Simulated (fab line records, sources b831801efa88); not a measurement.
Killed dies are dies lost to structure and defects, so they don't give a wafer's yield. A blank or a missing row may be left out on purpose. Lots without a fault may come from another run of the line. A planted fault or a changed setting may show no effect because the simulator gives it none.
fab line records | flow sky130
record lots=13 wafers=36 last_day=50
route steps=708 shown RES_XHIGH@340 LI_CONTACT@374 PAD_OPEN@708
lots that met no fault: from a run of the same line without faults
start_h: hours from the record's first day to the start of the lot's first wafer shown | wait_h: hours since the lot's step before | " the same as in the row above | L1.1+2: a row that stands for several wafers | - no value, or no start given | * or withheld: withheld | < > ~ a bound
route shown NAME@n: a module of which the file shows steps, and the number in the route of the first | usual: mean/standard deviation of fault-free wafers | same: alike in all rows | chamber/n: place in a boat | sites: the reading at each site | _std_site: their standard deviation | _edge_site: outer sites' mean less inner sites' | radius_mm: how far each site lies from the wafer's centre | mask NAME#n: copy n | behind: the tool/chamber that last shaped the wafer | hold: why the lot was held/for how many hours/how that ended | device: the transistor (n, p or np) that didn't switch | end of line: the same wafers' tests at the end of the route | a step without rows: its recipe alone | killed: dies lost to structure and defects at the first sort, not the wafer's yield | map: a wafer's dies, x killed, . not, _ none there
set.NAME: the setting as run; set.NAME@STEP: as run at that earlier step | model.NAME: the simulator's own value behind a step, which no gauge read
steps of the route over a sample of lots; a table a step, a row a wafer
services: from which hour (start_h, from the record's first day; less than 0 if before it) a tool's chamber was out of use, for how many hours, and why
## steps
# step SKY_RES_XHIGH_STRIP_08
# recipe chemistry=O2/N2 power_w=1400 pressure_mtorr=1500 platen_temp_c=withheld o2_flow_sccm=3000 n2_flow_sccm=300 overash_fraction=0.5
# usual drypump_motor_current_A=5.9/0.48 oes_product_au=0.711/0.0043 strip_time_to_endpoint_s=14.27/0.045
# columns lot.wafer tool chamber start_h wait_h drypump_motor_current_A oes_product_au rf_hours_counter_h strip_time_to_endpoint_s
L266.2 plasma_asher-04 0 629.12 0.1 5.3 0.702 83 14.18
L266.3 " 0 " " 5.3 0.712 - 14.15
L266.5 " 1 " " 5.8 0.710 - 14.19
L268.1 plasma_asher-01 1 650.72 0.1 6.0 0.708 98 14.32
L268.3 " 1 " " 6.0 0.709 - 14.26
L268.5 " 0 " " 5.6 0.703 - 14.35
L272.1 plasma_asher-01 0 675.11 0.1 5.6 0.711 100 14.25
L272.4 " 0 " " 5.5 0.709 - 14.25
L272.5 " 0 " " 5.6 0.709 - 14.30
L273.2 plasma_asher-01 0 690.86 0.1 5.6 0.715 101 14.22
L273.3 " 1 " " 6.0 0.711 - 14.20
L273.4 " 0 " " 5.6 0.711 - 14.24
L274.3 plasma_asher-04 0 691.19 0.1 5.3 0.706 - 14.25
L274.5 " 1 " " 5.8 0.715 - 14.31
L274.6 " 0 " " 5.3 0.709 - 14.26
L275.3 plasma_asher-03 1 711.00 0.1 6.6 0.710 - 14.27
L275.4 " 0 " " 5.4 0.710 - 14.33
L275.5 " 1 " " 6.6 0.708 - 14.33
L277.2 plasma_asher-01 1 718.89 0.1 6.1 0.709 104 14.23
L277.4 " 1 " " 6.0 0.713 - 14.24
L277.6 " 1 " " 6.0 0.711 - 14.20
L278.2 plasma_asher-01 0 729.62 0.1 5.5 0.708 105 14.24
L278.4 " 1 " " 6.0 0.721 - 14.22
L278.5 " 1 " " 6.0 0.717 - 14.20
L282.3 plasma_asher-03 0 754.34 0.1 5.4 0.711 - 14.27
L282.4 " 1 " " 6.6 0.712 - 14.26
L283.1 plasma_asher-03 1 760.91 0.1 6.6 0.708 60 14.18
L283.2 " 0 " " 5.4 0.718 60 14.28
L283.4 " 1 " " 6.6 0.717 - 14.24
L284.5 plasma_asher-03 0 763.69 0.1 5.4 0.708 - 14.31
L284.6 " 1 " " 6.6 0.713 - 14.35
L285.3 plasma_asher-04 0 769.19 0.1 5.3 0.714 - 14.25
L285.5 " 1 " " 5.8 0.716 - 14.34
L288.1 plasma_asher-04 0 791.71 0.1 5.4 0.712 99 14.31
L288.3 " 0 " " 5.3 0.711 - 14.32
L288.6 " 0 " " 5.4 0.712 - 14.24
# step SKY_LI_CONTACT_CD_MEAS_12
# recipe target_cd_nm=170
# usual cd_nm=169.9/1.4
# columns lot.wafer tool chamber start_h wait_h cd_nm
L266.2 cd_sem-02 - 686.94 - 168.3
L266.3 " - " " 169.0
L266.5 " - " " 167.7
L268.1 cd_sem-01 - 708.33 - 168.3
L268.3 " - " " 169.6
L268.5 " - " " 169.3
L272.1 cd_sem-01 - 732.48 - 171.1
L272.4 " - " " 172.7
L272.5 " - " " 171.3
L273.2 cd_sem-01 - 747.15 - 172.3
L273.3 " - " " 173.1
L273.4 " - " " 171.8
L274.3 cd_sem-02 - 747.51 - 172.1
L274.5 " - " " 169.4
L274.6 " - " " 170.1
L275.3 cd_sem-01 - 767.51 - 169.2
L275.4 " - " " 169.4
L275.5 " - " " 168.6
L277.2 cd_sem-01 - 774.59 - 171.3
L277.4 " - " " 171.4
L277.6 " - " " 172.2
L278.2 cd_sem-02 - 784.46 - 168.9
L278.4 " - " " 168.1
L278.5 " - " " 170.1
L282.3 cd_sem-02 - 807.56 - 172.5
L282.4 " - " " 170.4
L283.1 cd_sem-02 - 814.46 - 171.4
L283.2 " - " " 170.3
L283.4 " - " " 169.4
L284.5 cd_sem-02 - 817.03 - 171.4
L284.6 " - " " 171.0
L285.3 cd_sem-02 - 823.08 - 167.4
L285.5 " - " " 168.7
L288.1 cd_sem-01 - 844.78 - 169.0
L288.3 " - " " 170.3
L288.6 " - " " 170.1
# step SKY_LI_CONTACT_ETCH_14
# recipe chemistry=N2/H2 target=BARC ion_energy_ev=200 source_w=500 bias_w=100 pressure_mtorr=30 n2_flow_sccm=100 h2_flow_sccm=200 stop_on=SiO2 time_s=45.9 target_depth_a=600
# usual drypump_motor_current_A=5.7/0.45 oes_product_au=0.854/0.0047 throttle_valve_pct=13.226/0.0089
# columns lot.wafer tool chamber start_h wait_h drypump_motor_current_A oes_product_au rf_hours_counter_h throttle_valve_pct
L266.2 rie_diel-01 3 687.08 0.0 5.8 0.846 5 13.218
L266.3 " 1 " " 5.6 0.857 19 13.227
L266.5 " 3 " " 5.9 0.854 - 13.230
L268.1 rie_diel-01 0 708.48 0.0 4.8 0.844 4 13.227
L268.3 " 2 " " 6.4 0.851 1 13.240
L268.5 " 0 " " 4.8 0.847 - 13.231
L272.1 rie_diel-02 2 732.63 0.0 5.2 0.861 1 13.222
L272.4 " 3 " " 5.8 0.858 17 13.214
L272.5 " 0 " " 5.5 0.867 - 13.212
L273.2 rie_diel-03 2 747.28 0.0 5.5 0.853 50 13.230
L273.3 " 0 " " 5.4 0.845 19 13.229
L273.4 " 3 " " 5.5 0.857 38 13.228
L274.3 rie_diel-01 3 747.63 0.0 5.9 0.857 6 13.210
L274.5 " 3 " " 5.9 0.854 - 13.245
L274.6 " 2 " " 6.5 0.854 - 13.229
L275.3 rie_diel-02 2 767.63 0.0 5.2 0.857 2 13.221
L275.4 " 3 " " 5.9 0.852 18 13.216
L275.5 " 0 " " 5.5 0.862 - 13.238
L277.2 rie_diel-02 3 774.73 0.0 5.9 0.864 18 13.224
L277.4 " 3 " " 5.9 0.859 - 13.244
L277.6 " 0 " " 5.5 0.854 - 13.217
L278.2 rie_diel-01 0 784.59 0.0 4.8 0.854 5 13.225
L278.4 " 2 " " 6.5 0.860 3 13.231
L278.5 " 2 " " 6.5 0.859 - 13.218
L282.3 rie_diel-02 1 807.68 0.0 6.2 0.856 2 13.207
L282.4 " 3 " " 5.9 0.859 19 13.223
L283.1 rie_diel-03 2 814.61 0.0 5.5 0.860 1 13.240
L283.2 " 0 " " 5.4 0.855 21 13.233
L283.4 " 1 " " 6.3 0.856 - 13.213
L284.5 rie_diel-03 0 817.12 0.0 5.4 0.850 - 13.232
L284.6 " 2 " " 5.5 0.854 - 13.227
L285.3 rie_diel-03 2 823.20 0.0 5.4 0.847 1 13.222
L285.5 " 1 " " 6.3 0.856 - 13.229
L288.1 rie_diel-01 1 844.93 0.0 5.6 0.855 22 13.236
L288.3 " 3 " " 5.9 0.861 8 13.232
L288.6 " 1 " " 5.6 0.855 - 13.236
# step SKY_LI_CONTACT_CMP_24
# recipe stop_on=PSG t_overpolish_s=20 down_force_psi=3.5 platen_rpm=60 target_thk_nm=0 pad_velocity_m_s=0.94248
# usual edge_zone_pressure_frac=1.000/0.0055 motor_current_A=11.2/1.6 overpolish_run_s=20.000/0.0089 time_to_endpoint_s=96/3.9
# columns lot.wafer tool chamber start_h wait_h edge_zone_pressure_frac motor_current_A overpolish_run_s time_to_endpoint_s
L266.3 cmp-02 0 687.99 0.1 1.000 9.8 20.009 95
L266.2 " 2 " " 0.996 12.8 19.998 94
L266.5 " 3 " " 1.010 9.6 19.994 89
L268.1 cmp-02 1 709.35 0.1 0.993 11.0 20.003 95
L268.3 " 0 " " 1.002 10.3 20.000 98
L268.5 " 1 " " 0.992 11.7 20.000 95
L272.4 cmp-02 2 733.61 0.1 1.004 13.2 20.008 102
L272.1 " 3 " " 0.999 9.4 20.010 94
L272.5 " 1 " " 1.004 11.9 19.998 97
L273.2 cmp-02 2 748.15 0.0 0.986 12.8 20.000 99
L273.4 " 0 " " 0.999 10.7 20.004 95
L273.3 " 1 " " 0.996 11.7 19.997 95
L274.3 cmp-01 2 748.61 0.1 0.996 10.6 19.999 98
L274.6 " 0 " " 0.992 9.2 20.007 96
L274.5 " 1 " " 1.001 11.1 19.995 98
L275.3 cmp-01 2 768.51 0.0 0.995 10.0 19.986 99
L275.4 " 3 " " 0.999 13.5 19.992 97
L275.5 " 2 " " 0.993 10.5 19.992 96
L277.4 cmp-01 1 775.64 0.1 1.008 10.9 20.003 101
L277.2 " 2 " " 1.004 10.3 20.001 96
L277.6 " 0 " " 1.006 9.4 20.006 90
L278.4 cmp-02 1 785.46 0.0 0.999 11.7 20.018 92
L278.2 " 3 " " 0.988 9.1 19.977 91
L278.5 " 1 " " 0.999 12.2 20.006 89
L282.3 cmp-02 1 808.73 0.2 0.996 11.5 20.006 52
L282.4 " 3 " " 1.005 9.0 19.991 95
L283.2 cmp-01 3 815.53 0.1 0.996 13.0 20.009 95
L283.1 " 0 " " 0.999 9.4 20.014 99
L283.4 " 1 " " 1.001 11.5 20.002 98
L284.6 cmp-02 0 818.17 0.2 1.003 10.1 19.998 90
L284.5 " 1 " " 1.000 12.2 20.000 46
L285.3 cmp-02 0 824.18 0.1 0.997 10.2 19.995 48
L285.5 " 2 " " 1.011 13.3 20.000 51
L288.1 cmp-01 1 845.85 0.1 1.013 11.0 19.987 103
L288.3 " 2 " " 0.994 10.2 20.004 101
L288.6 " 0 " " 1.005 9.6 19.996 95
# step SKY_PAD_OPEN_PROBE_99
# usual killed_at_M0_to_M3=43/7.3 killed_at_M4_up=3.2/1.8 killed_at_contacts=24/5.8 killed_at_front_end=16/4.5 killed_at_other=0.3/0.53 killed_dies=87/9.9 killed_open=48/6.8 killed_short=39/6.9
# same gross_dies=492 killed_at_back_side=0
# columns lot.wafer tool chamber start_h wait_h killed_at_M0_to_M3 killed_at_M4_up killed_at_contacts killed_at_front_end killed_at_other killed_dies killed_open killed_short
L266.2 prober-02 - 1079.49 0.1 45 8 32 14 2 101 48 53
L266.3 prober-02 - 1079.54 0.2 38 7 31 17 0 93 52 41
L266.5 prober-02 - 1079.64 0.2 65 6 30 13 0 114 67 47
L268.1 prober-02 - 1098.66 0.1 50 4 18 18 0 90 52 38
L268.3 prober-02 - 1098.76 0.2 36 3 25 9 1 74 41 33
L268.5 prober-02 - 1098.86 0.2 31 3 22 19 1 76 44 32
L272.1 prober-02 - 1114.72 0.1 46 4 26 20 0 96 46 50
L272.4 prober-02 - 1114.87 0.2 54 1 26 10 0 91 56 35
L272.5 prober-02 - 1114.92 0.2 40 3 35 14 0 92 57 35
L273.2 prober-01 - 1122.38 0.1 41 2 24 24 0 91 50 41
L273.3 prober-01 - 1122.43 0.2 54 2 22 13 0 91 61 30
L273.4 prober-01 - 1122.48 0.2 42 2 16 18 0 78 47 31
L274.3 prober-02 - 1127.30 0.2 35 2 36 10 0 83 50 33
L274.5 prober-02 - 1127.40 0.2 41 2 26 13 3 85 45 40
L274.6 prober-02 - 1127.45 0.2 41 4 26 16 0 87 50 37
L275.3 prober-01 - 1138.99 0.2 44 2 33 13 0 92 58 34
L275.4 prober-01 - 1139.04 0.2 71 4 19 16 0 110 56 54
L275.5 prober-01 - 1139.09 0.2 53 4 23 17 1 98 43 55
L277.2 prober-02 - 1142.93 0.1 47 2 32 11 0 92 52 40
L277.4 prober-02 - 1143.03 0.2 47 5 20 19 0 91 44 47
L277.6 prober-02 - 1143.13 0.2 52 3 23 17 0 95 60 35
L278.2 prober-02 - 1150.85 0.1 40 1 23 17 0 81 41 40
L278.4 prober-02 - 1150.95 0.2 44 2 29 20 0 95 50 45
L278.5 prober-02 - 1151.00 0.2 66 1 21 12 0 100 67 33
L282.3 prober-02 - 1168.15 0.2 40 5 23 27 0 95 47 48
L282.4 prober-02 - 1168.20 0.2 52 5 16 17 0 90 42 48
L283.1 prober-01 - 1173.23 0.1 34 9 26 23 1 93 46 47
L283.2 prober-01 - 1173.28 0.1 52 1 16 27 0 96 48 48
L283.4 prober-01 - 1173.38 0.2 45 4 29 17 0 95 52 43
L284.5 prober-02 - 1174.93 0.2 41 3 23 14 0 81 46 35
L284.6 prober-02 - 1174.98 0.2 42 5 24 15 0 86 45 41
L285.3 prober-01 - 1177.16 0.2 39 2 22 7 0 70 42 28
L285.5 prober-01 - 1177.26 0.2 34 5 27 19 0 85 50 35
L288.1 prober-02 - 1193.15 0.1 56 4 21 16 0 97 55 42
L288.3 prober-02 - 1193.25 0.2 47 3 23 18 0 91 57 34
L288.6 prober-02 - 1193.40 0.2 37 3 21 18 0 79 46 33
# killed by level:class
L266.2 CONTACT:geometric_particle:open=10 CONTACT:geometric_particle:short=9 METAL4:geometric_particle:short=8 METAL2:geometric_particle:short=7 VIA2:geometric_particle:open=7 VIA1:geometric_particle:open=6 LI_CONTACT:geometric_particle:open=6 LI_CONTACT:geometric_particle:short=5
L266.3 LI_CONTACT:geometric_particle:open=12 VIA2:geometric_particle:open=9 FIELD_ISO:geometric_particle:short=8 LI_CONTACT:geometric_particle:short=8 VIA1:geometric_particle:open=8 CONTACT:geometric_particle:open=6 VIA3:geometric_particle:open=6 METAL2:geometric_particle:short=4
L266.5 CONTACT:geometric_particle:open=12 VIA1:geometric_particle:short=11 LI_CONTACT:geometric_particle:open=10 VIA2:geometric_particle:open=10 VIA1:geometric_particle:open=10 METAL2:geometric_particle:short=8 METAL1:geometric_particle:short=6 VIA3:geometric_particle:open=6
L268.1 VIA1:geometric_particle:open=18 VIA3:geometric_particle:open=7 LI_CONTACT:geometric_particle:open=6 POLY_GATE:geometric_particle:short=5 METAL1:geometric_particle:short=5 VIA1:geometric_particle:short=5 FIELD_ISO:geometric_particle:open=4 METAL4:geometric_particle:short=4
L268.3 CONTACT:geometric_particle:open=10 VIA1:geometric_particle:open=8 LI_CONTACT:geometric_particle:open=6 CONTACT:geometric_particle:short=6 VIA1:geometric_particle:short=6 VIA3:geometric_particle:open=5 FIELD_ISO:geometric_particle:open=4 METAL1:geometric_particle:short=4
L268.5 VIA1:geometric_particle:open=9 FIELD_ISO:geometric_particle:open=8 LI_CONTACT:geometric_particle:open=8 CONTACT:geometric_particle:short=5 VIA3:geometric_particle:open=5 FIELD_ISO:geometric_particle:short=4 POLY_GATE:geometric_particle:open=4 CONTACT:geometric_particle:open=4
L272.1 METAL1:geometric_particle:short=11 VIA3:geometric_particle:open=11 CONTACT:geometric_particle:open=9 POLY_GATE:geometric_particle:short=6 CONTACT:geometric_particle:short=6 POLY_GATE:geometric_particle:open=5 VIA1:geometric_particle:open=5 FIELD_ISO:geometric_particle:short=4
L272.4 CONTACT:geometric_particle:open=15 VIA3:geometric_particle:open=11 METAL1:geometric_particle:short=9 LI_CONTACT:geometric_particle:open=8 VIA1:geometric_particle:open=8 VIA3:geometric_particle:short=7 VIA2:geometric_particle:open=5 METAL3:geometric_particle:short=5
L272.5 LI_CONTACT:geometric_particle:open=12 CONTACT:geometric_particle:open=10 VIA1:geometric_particle:open=9 VIA2:geometric_particle:open=8 VIA3:geometric_particle:open=7 CONTACT:geometric_particle:short=6 FIELD_ISO:geometric_particle:open=5 METAL1:geometric_particle:short=5
L273.2 VIA1:geometric_particle:open=14 CONTACT:geometric_particle:open=8 VIA3:geometric_particle:open=7 FIELD_ISO:geometric_particle:open=6 LI_CONTACT:geometric_particle:open=6 CONTACT:geometric_particle:short=6 POLY_GATE:geometric_particle:short=5 SPACER:geometric_particle:short=5
L273.3 VIA1:geometric_particle:open=19 CONTACT:geometric_particle:open=10 VIA3:geometric_particle:open=8 LI_CONTACT:geometric_particle:open=7 METAL2:geometric_particle:short=7 VIA1:geometric_particle:short=6 FIELD_ISO:geometric_particle:open=5 POLY_GATE:geometric_particle:open=5
L273.4 VIA3:geometric_particle:open=9 CONTACT:geometric_particle:open=6 VIA1:geometric_particle:short=6 VIA1:geometric_particle:open=6 VIA2:geometric_particle:open=6 FIELD_ISO:geometric_particle:short=4 LI_CONTACT:geometric_particle:open=4 VIA3:geometric_particle:short=3
L274.3 CONTACT:geometric_particle:open=17 VIA1:geometric_particle:open=10 VIA2:geometric_particle:open=9 LI_CONTACT:geometric_particle:open=6 VIA3:geometric_particle:short=6 LOCAL_INTERCONNECT:geometric_particle:short=5 CONTACT:geometric_particle:short=5 FIELD_ISO:geometric_particle:open=4
L274.5 LI_CONTACT:geometric_particle:open=9 CONTACT:geometric_particle:open=8 METAL1:geometric_particle:short=7 VIA3:geometric_particle:open=6 VIA2:geometric_particle:open=6 LI_CONTACT:geometric_particle:short=5 VIA1:geometric_particle:open=5 CONTACT:geometric_particle:short=4
L274.6 CONTACT:geometric_particle:open=11 METAL2:geometric_particle:short=11 VIA2:geometric_particle:open=10 VIA1:geometric_particle:open=6 FIELD_ISO:geometric_particle:open=5 FIELD_ISO:geometric_particle:short=4 LI_CONTACT:geometric_particle:open=4 VIA3:geometric_particle:open=4
L275.3 VIA1:geometric_particle:open=13 LI_CONTACT:geometric_particle:open=11 METAL2:geometric_particle:short=7 CONTACT:geometric_particle:open=7 VIA2:geometric_particle:open=7 CONTACT:geometric_particle:short=6 POLY_GATE:geometric_particle:open=5 LI_CONTACT:geometric_particle:short=5
L275.4 VIA1:geometric_particle:open=18 VIA3:geometric_particle:open=11 METAL1:geometric_particle:short=10 CONTACT:geometric_particle:open=9 METAL2:geometric_particle:short=9 VIA2:geometric_particle:short=8 VIA2:geometric_particle:open=7 VIA1:geometric_particle:short=5
L275.5 LI_CONTACT:geometric_particle:open=13 METAL2:geometric_particle:short=10 VIA3:geometric_particle:open=8 POLY_GATE:geometric_particle:short=6 VIA2:geometric_particle:short=6 POLY_GATE:geometric_particle:open=5 METAL1:geometric_particle:short=5 VIA1:geometric_particle:open=5
L277.2 VIA1:geometric_particle:open=16 CONTACT:geometric_particle:open=11 LI_CONTACT:geometric_particle:open=9 METAL2:geometric_particle:short=6 VIA1:geometric_particle:short=5 CONTACT:geometric_particle:short=5 VIA2:geometric_particle:open=5 POLY_GATE:geometric_particle:open=4
L277.4 METAL2:geometric_particle:short=9 VIA3:geometric_particle:open=7 VIA2:geometric_particle:open=6 VIA1:geometric_particle:open=6 FIELD_ISO:geometric_particle:open=5 LI_CONTACT:geometric_particle:open=5 METAL1:geometric_particle:short=5 FIELD_ISO:geometric_particle:short=4
L277.6 VIA1:geometric_particle:open=14 CONTACT:geometric_particle:open=9 FIELD_ISO:geometric_particle:open=8 POLY_GATE:geometric_particle:open=6 LI_CONTACT:geometric_particle:open=6 METAL1:geometric_particle:short=6 METAL2:geometric_particle:short=6 VIA2:geometric_particle:open=6
L278.2 VIA1:geometric_particle:open=10 LI_CONTACT:geometric_particle:open=8 POLY_GATE:geometric_particle:short=7 VIA1:geometric_particle:short=7 METAL2:geometric_particle:short=6 CONTACT:geometric_particle:open=5 FIELD_ISO:geometric_particle:open=4 CONTACT:geometric_particle:short=4
L278.4 CONTACT:geometric_particle:open=11 VIA3:geometric_particle:open=8 VIA1:geometric_particle:short=8 CONTACT:geometric_particle:short=7 FIELD_ISO:geometric_particle:open=6 VIA1:geometric_particle:open=6 LI_CONTACT:geometric_particle:open=5 VIA2:geometric_particle:short=5
L278.5 VIA1:geometric_particle:open=21 VIA2:geometric_particle:open=12 VIA3:geometric_particle:open=10 LI_CONTACT:geometric_particle:open=8 VIA1:geometric_particle:short=7 CONTACT:geometric_particle:open=7 METAL1:geometric_particle:short=6 METAL2:geometric_particle:short=4
L282.3 VIA1:geometric_particle:open=8 FIELD_ISO:geometric_particle:short=7 VIA3:geometric_particle:open=7 LI_CONTACT:geometric_particle:open=6 VIA2:geometric_particle:open=6 SPACER:geometric_particle:short=5 LOCAL_INTERCONNECT:geometric_particle:short=5 CONTACT:geometric_particle:short=5
L282.4 VIA2:geometric_particle:open=11 VIA1:geometric_particle:open=10 FIELD_ISO:geometric_particle:short=8 VIA1:geometric_particle:short=7 VIA3:geometric_particle:open=6 LOCAL_INTERCONNECT:geometric_particle:short=5 LI_CONTACT:geometric_particle:open=5 CONTACT:geometric_particle:open=5
L283.1 CONTACT:geometric_particle:open=11 VIA1:geometric_particle:open=11 FIELD_ISO:geometric_particle:short=8 METAL2:geometric_particle:short=7 FIELD_ISO:geometric_particle:open=6 POLY_GATE:geometric_particle:short=5 LI_CONTACT:geometric_particle:open=5 METAL4:geometric_particle:short=5
L283.2 VIA3:geometric_particle:open=10 CONTACT:geometric_particle:open=9 FIELD_ISO:geometric_particle:short=8 VIA1:geometric_particle:open=8 METAL1:geometric_particle:short=8 FIELD_ISO:geometric_particle:open=5 POLY_GATE:geometric_particle:short=5 METAL2:geometric_particle:short=5
L283.4 CONTACT:geometric_particle:open=11 VIA1:geometric_particle:open=10 LI_CONTACT:geometric_particle:open=8 METAL2:geometric_particle:short=8 VIA2:geometric_particle:open=7 POLY_GATE:geometric_particle:open=6 METAL1:geometric_particle:short=5 METAL3:geometric_particle:short=5
L284.5 METAL2:geometric_particle:short=10 CONTACT:geometric_particle:open=9 VIA1:geometric_particle:open=9 POLY_GATE:geometric_particle:open=6 METAL2:geometric_particle:open=6 VIA2:geometric_particle:open=5 LI_CONTACT:geometric_particle:open=4 LOCAL_INTERCONNECT:geometric_particle:short=4
L284.6 CONTACT:geometric_particle:open=10 VIA1:geometric_particle:short=7 VIA1:geometric_particle:open=7 VIA3:geometric_particle:open=7 FIELD_ISO:geometric_particle:open=6 CONTACT:geometric_particle:short=6 METAL1:geometric_particle:short=6 LI_CONTACT:geometric_particle:open=5
L285.3 CONTACT:geometric_particle:open=11 VIA1:geometric_particle:open=8 VIA2:geometric_particle:open=7 VIA3:geometric_particle:open=5 FIELD_ISO:geometric_particle:short=4 METAL1:geometric_particle:short=4 LI_CONTACT:geometric_particle:open=3 VIA2:geometric_particle:short=3
L285.5 VIA2:geometric_particle:open=9 LOCAL_INTERCONNECT:geometric_particle:short=8 CONTACT:geometric_particle:open=8 VIA3:geometric_particle:open=7 POLY_GATE:geometric_particle:open=6 LI_CONTACT:geometric_particle:open=6 SPACER:geometric_particle:open=4 CONTACT:geometric_particle:short=4
L288.1 VIA1:geometric_particle:open=11 VIA2:geometric_particle:open=10 CONTACT:geometric_particle:open=8 VIA1:geometric_particle:short=8 METAL2:geometric_particle:short=8 VIA2:geometric_particle:short=7 LI_CONTACT:geometric_particle:open=7 VIA3:geometric_particle:open=6
L288.3 VIA1:geometric_particle:open=12 VIA2:geometric_particle:open=11 METAL1:geometric_particle:short=8 FIELD_ISO:geometric_particle:open=6 CONTACT:geometric_particle:open=6 LI_CONTACT:geometric_particle:open=5 LI_CONTACT:geometric_particle:short=5 METAL2:geometric_particle:short=4
L288.6 VIA1:geometric_particle:open=11 LI_CONTACT:geometric_particle:open=8 POLY_GATE:geometric_particle:open=6 POLY_GATE:geometric_particle:short=5 CONTACT:geometric_particle:open=5 METAL2:geometric_particle:short=5 VIA3:geometric_particle:open=5 LI_CONTACT:geometric_particle:short=4
## services
# columns tool chamber start_h hours kind
plasma_asher-01 - 614.39 1.8 repair
rie_diel-02 - 617.99 2.0 repair
cmp-02 - 621.62 0.4 repair
plasma_asher-01 - 623.51 2.8 pm
cmp-01 - 655.98 2.1 repair
rie_diel-01 0 664.33 1.2 repair
rie_diel-01 3 668.31 8.0 repair
cmp-02 - 672.40 4.3 repair
rie_diel-02 1 684.70 3.7 repair
plasma_asher-01 - 697.48 1.6 repair
plasma_asher-04 - 709.80 4.5 repair
cmp-02 - 713.04 6.6 pm
plasma_asher-04 - 714.29 2.8 pm
cmp-02 - 719.64 3.6 pm
cmp-02 - 726.72 1.1 repair
cmp-02 - 729.26 1.3 repair
plasma_asher-01 - 733.75 9.0 pm
cmp-02 - 741.19 2.8 repair
cmp-02 - 744.09 4.0 pm
cmp-01 - 746.49 0.5 repair
cmp-01 - 749.32 4.5 pm
rie_diel-02 1 769.39 6.9 repair
plasma_asher-01 - 778.12 14.7 pm
cmp-01 - 802.63 6.8 repair
## key
first_sign step=SKY_LI_CONTACT_CMP_24 reading=time_to_endpoint_s direction=down sigmas=12 usual=* struck=*
effect none on later readings
met_at SKY_LI_CONTACT_CMP_24
struck_lots L282,L284,L285
struck_wafers L282.3,L284.5,L285.3,L285.5
tester_left_out L282,L284,L285
not_acting_at SKY_RES_XHIGH_STRIP_08,SKY_LI_CONTACT_CD_MEAS_12,SKY_LI_CONTACT_ETCH_14
onset_between 785.46 808.73
fault kind=process_parameter_drift tool=cmp-02 chamber=- onset_h=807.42 steps=SKY_LI_CONTACT_CMP_24 channel=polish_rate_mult offset=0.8 shape=step end_h=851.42 scope=struck_wafers_only
# tester_left_out: of these lots the tester's yield and bins aren't shown, on N5 and GAA mostly nor the transistor test; their killed dies are dies lost to structure and defects alone, not to doping, threshold or leakage, so they don't give the yield
